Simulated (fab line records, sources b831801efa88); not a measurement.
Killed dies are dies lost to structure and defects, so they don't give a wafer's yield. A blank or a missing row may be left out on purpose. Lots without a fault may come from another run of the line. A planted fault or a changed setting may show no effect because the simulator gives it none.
Which tool did it? | flow sky130 | 10 lots, 30 wafers sampled, at 2 steps of a route of 708

WHAT THE GAUGES READ, wafer by wafer
SKY_METAL2_OVL_MEAS_16.
lot  | measured     | on         | METAL2_OVL (nm)
L220 | day 35 23:34 | overlay-01 | 0 -1 -8
L222 | day 37 00:08 | overlay-02 | 7 -3 0
L223 | day 37 00:24 | overlay-02 | 2 -10 3
L224 | day 37 10:56 | overlay-02 | 4 -2 -10
L227 | day 39 00:41 | overlay-02 | -1 11 9
L233 | day 40 03:38 | overlay-02 | -2 2 8
L234 | day 40 13:37 | overlay-01 | 7 2 2
L237 | day 41 03:32 | overlay-02 | 2 4 -1
L238 | day 41 09:11 | overlay-02 | 1 7 5
L241 | day 42 10:49 | overlay-01 | 6 6 8

WHICH TOOL RAN EACH LOT (tool, then ch and the chambers of the sampled wafers, then the start)
lot  | SKY_VIA1_CVD_21
L220 | cvd_w-02 ch 0, day 34 20:04
L222 | cvd_w-02 ch 0,1, day 35 20:41
L223 | cvd_w-01 ch 0,1, day 35 21:00
L224 | cvd_w-01 ch 0,1, day 36 08:02
L227 | cvd_w-01 ch 0,1, day 37 22:20
L233 | cvd_w-01 ch 0,1, day 39 01:22
L234 | cvd_w-02 ch 0,1, day 39 11:11
L237 | cvd_w-01 ch 0,1, day 40 02:35
L238 | cvd_w-01 ch 0,1, day 40 09:07
L241 | cvd_w-02 ch 0,1, day 41 09:43
- SKY_VIA1_CVD_21: deposits W, target thk 270 nm, time 80.902 s.

WHAT THE TOOLS THEMSELVES READ (means of the sampled wafers that have a number; where no wafer has one, the mark that the record gives instead)
SKY_VIA1_CVD_21.
lot  | tool     | heater_power_w (W)
L220 | cvd_w-02 | 1045
L222 | cvd_w-02 | 954
L223 | cvd_w-01 | 959
L224 | cvd_w-01 | 997
L227 | cvd_w-01 | 995
L233 | cvd_w-01 | 990
L234 | cvd_w-02 | 950
L237 | cvd_w-01 | 993
L238 | cvd_w-01 | 984
L241 | cvd_w-02 | 926

THE ANSWER, worked out from the rows above alone
Rule: what is usual is taken from the lots themselves. Put in order of their means at a reading, lots are off if they are a third of the lots or fewer, leave a main group of 4 or more, and stand apart from it by a gap of 3 or more times the standard deviation of the main group's means; of several such gaps the widest counts. A main group whose means are all the same, to the digits that the tables above print for the reading, isn't used. A lot without any number at a reading at which 4 lots or more have one is off too. The other lots that the step has rows for count as sound. The gauges are gone through in route order, then the tools' own readings, and for those a lot's mean is taken as printed above. The first step at which some lot is off is used, and at that step the reading that is off furthest; a lot without a number counts as furthest.
No lot is off at any reading shown: from this, nothing can be told.

WHAT THE SIMULATOR HAD PUT IN
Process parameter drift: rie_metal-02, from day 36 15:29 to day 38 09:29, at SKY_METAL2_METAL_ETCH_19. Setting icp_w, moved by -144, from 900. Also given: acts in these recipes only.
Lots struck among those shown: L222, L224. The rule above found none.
